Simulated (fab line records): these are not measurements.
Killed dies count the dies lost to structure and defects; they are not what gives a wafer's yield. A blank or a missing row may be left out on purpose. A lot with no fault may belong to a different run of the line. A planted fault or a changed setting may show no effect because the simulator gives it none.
Which tool did it? || flow gf180mcu || Sampling: 6 lots, 18 wafers, 2 of 602 route steps

== WHAT THE GAUGES SHOWED, per wafer ==
GF_VT_IMPLANT_TW_MEAS_43.
{"lot": "L614", "measured": "day 7 16:53", "on": "film_metro-03", "VT_IMPLANT_4_TW": "685 689 685"}
{"lot": "L616", "measured": "day 8 13:40", "on": "film_metro-01", "VT_IMPLANT_4_TW": "673 677 675"}
{"lot": "L618", "measured": "day 9 01:05", "on": "film_metro-04", "VT_IMPLANT_4_TW": "703 707 701"}
{"lot": "L620", "measured": "day 9 18:20", "on": "film_metro-04", "VT_IMPLANT_4_TW": "701 699 705"}
{"lot": "L625", "measured": "day 11 00:49", "on": "film_metro-03", "VT_IMPLANT_4_TW": "507 508 509"}
{"lot": "L627", "measured": "day 11 09:35", "on": "film_metro-04", "VT_IMPLANT_4_TW": "517 517 517"}

== WHAT TOOL EACH LOT RAN ON (gives the tool, then ch and the chambers of the sampled wafers, and finally the start) ==
{"lot": "L614", "GF_VT_IMPLANT_IMPLANT_41": "implanter-03 ch 0, day 7 16:38"}
{"lot": "L616", "GF_VT_IMPLANT_IMPLANT_41": "implanter-04 ch 0, day 8 13:25"}
{"lot": "L618", "GF_VT_IMPLANT_IMPLANT_41": "implanter-03 ch 0, day 9 00:52"}
{"lot": "L620", "GF_VT_IMPLANT_IMPLANT_41": "implanter-02 ch 0, day 9 18:05"}
{"lot": "L625", "GF_VT_IMPLANT_IMPLANT_41": "implanter-03 ch 0, day 11 00:34"}
{"lot": "L627", "GF_VT_IMPLANT_IMPLANT_41": "implanter-03 ch 0, day 11 09:20"}
- GF_VT_IMPLANT_IMPLANT_41

== THE ANSWER, worked out from the rows above alone ==
Rule: usual is defined by the lots themselves. Put in order of their means at a reading, lots are off if they are a third of the lots or fewer, leave a main group of 4 or more, and stand apart from it by a gap of 3 or more times the standard deviation of the main group's means; of several such gaps the widest counts. Not used: any main group whose means are identical at the precision the tables above print for the reading. Also off: a lot with no number at a reading for which 4 or more lots have one. All remaining lots with rows at the step are treated as sound.
Off: L625, L627, at GF_VT_IMPLANT_TW_MEAS_43 (VT_IMPLANT_4_TW). The main group has a mean of 692 with a standard deviation of 12.
A tool fits if, at a process step before that reading, it ran every lot that is off, and no sound lot after the first of them. Those tools and the gauges at GF_VT_IMPLANT_TW_MEAS_43 are tried in the same way. One fits: implanter-03 at GF_VT_IMPLANT_IMPLANT_41. A fault onset in the window from L618 (day 9 00:52, its last sound lot) to L625 (day 11 00:34, its first lot off) fits.

== WHAT WAS PUT IN BY THE SIMULATOR ==
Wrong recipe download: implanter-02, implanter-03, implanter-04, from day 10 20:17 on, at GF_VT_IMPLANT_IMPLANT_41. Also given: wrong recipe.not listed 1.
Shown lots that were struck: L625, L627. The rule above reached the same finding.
